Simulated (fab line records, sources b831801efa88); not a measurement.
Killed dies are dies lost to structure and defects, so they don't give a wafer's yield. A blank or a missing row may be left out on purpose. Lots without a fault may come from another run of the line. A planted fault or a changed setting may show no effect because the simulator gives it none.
A struck lot beside a sound one | flow sky130 | 36 steps out of a route of 708
Sound: wafers L431.2, L431.3, L431.5. Struck: wafers L441.3, L441.6. (L441.5 of the same lot was not struck and is left out.) The cause comes at the end.
At each step with rows: each side's tool, then ch and its chambers, then its first start. Under that, the readings that differ: sound wafers | struck wafers | difference of the means | sigmas: that difference in standard deviations of wafers without a fault.
alike: readings whose means differ by less than 2 such deviations, and words and numbers that are the same on both sides. not compared: withheld readings, readings that some wafer has no value for, bounds like >300 that may hide the same value, and numbers for which the record gives no deviation and whose values overlap.
The two part at a step that has a row with sigmas, a row that says differs or no value, or rows on one side only. Numbers that don't overlap but have no deviation are shown without sigmas and don't part them. A reading that every wafer of one side lacks parts them only if that side has two wafers or more.

first, 11 steps without rows for these wafers: SKY_LDD_LDN_DEHYDRATE_00 (time 60 s); SKY_LDD_LDN_HMDS_01 (prime time 60 s); SKY_LDD_LDN_COAT_02 (resist thk 1140 nm); SKY_LDD_LDN_SOFTBAKE_03 (time 60 s); SKY_LDD_LDN_EXPOSE_04 (exposes mask LDNTM, target cd 700 nm); SKY_LDD_LDN_PEB_05; SKY_LDD_LDN_DEVELOP_06 (develop time 60 s); SKY_LDD_LDN_IMPLANT_08; SKY_LDD_LDN_IMPLANT_09; SKY_LDD_LDN_IMPLANT_10; SKY_LDD_LDN_IMPLANT_11.
SKY_LDD_LDN_STRIP_12: strips in O2/N2.
  sound on plasma_asher-04 ch 0,1, day 24 22:16; struck on plasma_asher-04 ch 1, day 28 20:32
  alike: drypump_motor_current_A, oes_product_au, strip_time_to_endpoint_s
  not compared: rf_hours_counter_h
then, 23 steps without rows for these wafers: SKY_LDD_LDN_CLEAN_14 (cleans in SC1/SC2, time 150 s); SKY_SPACER_CVD_00 (deposits Si3N4 from DCS/NH3, target thk 43.1 nm, time 740 s); SKY_SPACER_ETCHBACK_02 (etches Si3N4 in CH3F/O2, stops on SiO2, time 46.7 s, target depth 45 nm); SKY_POLY_CUT_DEHYDRATE_00 (time 60 s); SKY_POLY_CUT_HMDS_01 (prime time 60 s); SKY_POLY_CUT_COAT_02 (resist thk 60 nm); SKY_POLY_CUT_COAT_03 (resist thk 450 nm); SKY_POLY_CUT_SOFTBAKE_04 (time 90 s); SKY_POLY_CUT_EXPOSE_05 (exposes mask NPCM, target cd 270 nm); SKY_POLY_CUT_PEB_06; SKY_POLY_CUT_DEVELOP_07 (develop time 60 s); SKY_POLY_CUT_ETCH_10 (etches BARC in N2/H2, stops on SiO2, time 45.9 s, target depth 60 nm); SKY_POLY_CUT_ETCH_11 (etches Si3N4 in CF4/CH2F2/Ar, stops on poly-Si, time 42.5 s, target depth 60 nm); SKY_POLY_CUT_STRIP_12 (strips in O2/N2); SKY_SD_P_DEHYDRATE_00 (time 60 s); SKY_SD_P_HMDS_01 (prime time 60 s); SKY_SD_P_COAT_02 (resist thk 1140 nm); SKY_SD_P_SOFTBAKE_03 (time 60 s); SKY_SD_P_EXPOSE_04 (exposes mask PSDM, target cd 380 nm); SKY_SD_P_PEB_05; SKY_SD_P_DEVELOP_06 (develop time 60 s); SKY_SD_P_IMPLANT_09; SKY_SD_P_STRIP_10 (strips in O2/N2).
-- the record jumps here: 20 days lie between the struck wafers' starts before and after (it left off in module SD_P and takes up again in module PAD_OPEN, whose first step shown is number 708 of the route) --
SKY_PAD_OPEN_PROBE_99:
  sound on prober-01, day 46 17:26; struck on prober-01, day 49 06:48
  reading             | sound    | struck | difference | sigmas
  killed_at_front_end | 22 18 18 | 42 32  | +18        | +4
  alike: killed_at_M0_to_M3, killed_at_M4_up, killed_at_contacts, killed_at_other, killed_dies, killed_open, killed_short

WHERE THEY PART
Only at SKY_PAD_OPEN_PROBE_99, within this record.

WHY: what the simulator had put in
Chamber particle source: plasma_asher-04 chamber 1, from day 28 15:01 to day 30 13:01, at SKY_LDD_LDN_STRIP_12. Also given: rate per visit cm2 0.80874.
